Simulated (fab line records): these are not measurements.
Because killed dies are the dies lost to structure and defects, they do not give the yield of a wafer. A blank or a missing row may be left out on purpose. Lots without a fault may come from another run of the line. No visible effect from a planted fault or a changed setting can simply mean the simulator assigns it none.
Which tool is to blame? / flow sfq_line / 14 lots, 42 wafers sampled, at 1 step of a route of 325

## WHAT THE GAUGES READ, wafer by wafer
Not one reading of a measure or inspect step in the record can be checked against a usual standard deviation.

## TOOL THAT RAN EACH LOT (tool first, then ch and the chambers of the sampled wafers, then the start)
lot=L663; SFQ_TRILAYER_M4_DEP_PRE_CLEAN_092=pvd_sputter-03, day 36 11:59
lot=L665; SFQ_TRILAYER_M4_DEP_PRE_CLEAN_092=pvd_sputter-04, day 36 23:55
lot=L669; SFQ_TRILAYER_M4_DEP_PRE_CLEAN_092=pvd_sputter-03, day 42 11:40
lot=L671; SFQ_TRILAYER_M4_DEP_PRE_CLEAN_092=pvd_sputter-03, day 42 16:23
lot=L672; SFQ_TRILAYER_M4_DEP_PRE_CLEAN_092=pvd_sputter-04, day 42 17:35
lot=L674; SFQ_TRILAYER_M4_DEP_PRE_CLEAN_092=pvd_sputter-03, day 51 00:52
lot=L675; SFQ_TRILAYER_M4_DEP_PRE_CLEAN_092=pvd_sputter-03, day 51 10:35
lot=L676; SFQ_TRILAYER_M4_DEP_PRE_CLEAN_092=pvd_sputter-04, day 51 15:23
lot=L678; SFQ_TRILAYER_M4_DEP_PRE_CLEAN_092=pvd_sputter-03, day 52 04:35
lot=L679; SFQ_TRILAYER_M4_DEP_PRE_CLEAN_092=pvd_sputter-06, day 54 15:08
lot=L680; SFQ_TRILAYER_M4_DEP_PRE_CLEAN_092=pvd_sputter-04, day 54 19:56
lot=L682; SFQ_TRILAYER_M4_DEP_PRE_CLEAN_092=pvd_sputter-06, day 56 03:08
lot=L683; SFQ_TRILAYER_M4_DEP_PRE_CLEAN_092=pvd_sputter-03, day 56 04:20
lot=L685; SFQ_TRILAYER_M4_DEP_PRE_CLEAN_092=pvd_sputter-03, day 56 07:56
- SFQ_TRILAYER_M4_DEP_PRE_CLEAN_092: time 22.5 s.

## WHAT THE TOOLS THEMSELVES READ (means of the sampled wafers that have a number; where no wafer has one, the mark that the record gives instead)
SFQ_TRILAYER_M4_DEP_PRE_CLEAN_092. Usual: bias_v at 250.1 V, with a standard deviation of 2.1.
lot=L663; tool=pvd_sputter-03; bias_v (V)=248.8; flag=
lot=L665; tool=pvd_sputter-04; bias_v (V)=249.8; flag=
lot=L669; tool=pvd_sputter-03; bias_v (V)=247.8; flag=
lot=L671; tool=pvd_sputter-03; bias_v (V)=-; flag=OFF
lot=L672; tool=pvd_sputter-04; bias_v (V)=-; flag=OFF
lot=L674; tool=pvd_sputter-03; bias_v (V)=250.2; flag=
lot=L675; tool=pvd_sputter-03; bias_v (V)=249.7; flag=
lot=L676; tool=pvd_sputter-04; bias_v (V)=248.9; flag=
lot=L678; tool=pvd_sputter-03; bias_v (V)=249.9; flag=
lot=L679; tool=pvd_sputter-06; bias_v (V)=251.3; flag=
lot=L680; tool=pvd_sputter-04; bias_v (V)=248.7; flag=
lot=L682; tool=pvd_sputter-06; bias_v (V)=250.7; flag=
lot=L683; tool=pvd_sputter-03; bias_v (V)=249.2; flag=
lot=L685; tool=pvd_sputter-03; bias_v (V)=251.3; flag=

## THE ANSWER, worked out from the rows above alone
Rule: a lot counts as off when the mean over its wafers that have a number is more than 3 standard deviations away from the usual mean. A lot without any number at a reading at which 4 lots or more have one is off too. All remaining lots with rows at the step are treated as sound. First the gauges in route order, then the tools' own readings, where a lot's mean is used as printed above. The first step at which some lot is off is used, and at that step the reading that is off furthest; a lot without a number counts as furthest.
Off, at SFQ_TRILAYER_M4_DEP_PRE_CLEAN_092 on bias_v: L671, L672. Without a number there: L671, L672.
A tool fits if, at that step or a process step before it, it ran every lot that is off, and no sound lot after the first of them. Of those tried, none fits.

## WHAT THE SIMULATOR HAD PUT IN
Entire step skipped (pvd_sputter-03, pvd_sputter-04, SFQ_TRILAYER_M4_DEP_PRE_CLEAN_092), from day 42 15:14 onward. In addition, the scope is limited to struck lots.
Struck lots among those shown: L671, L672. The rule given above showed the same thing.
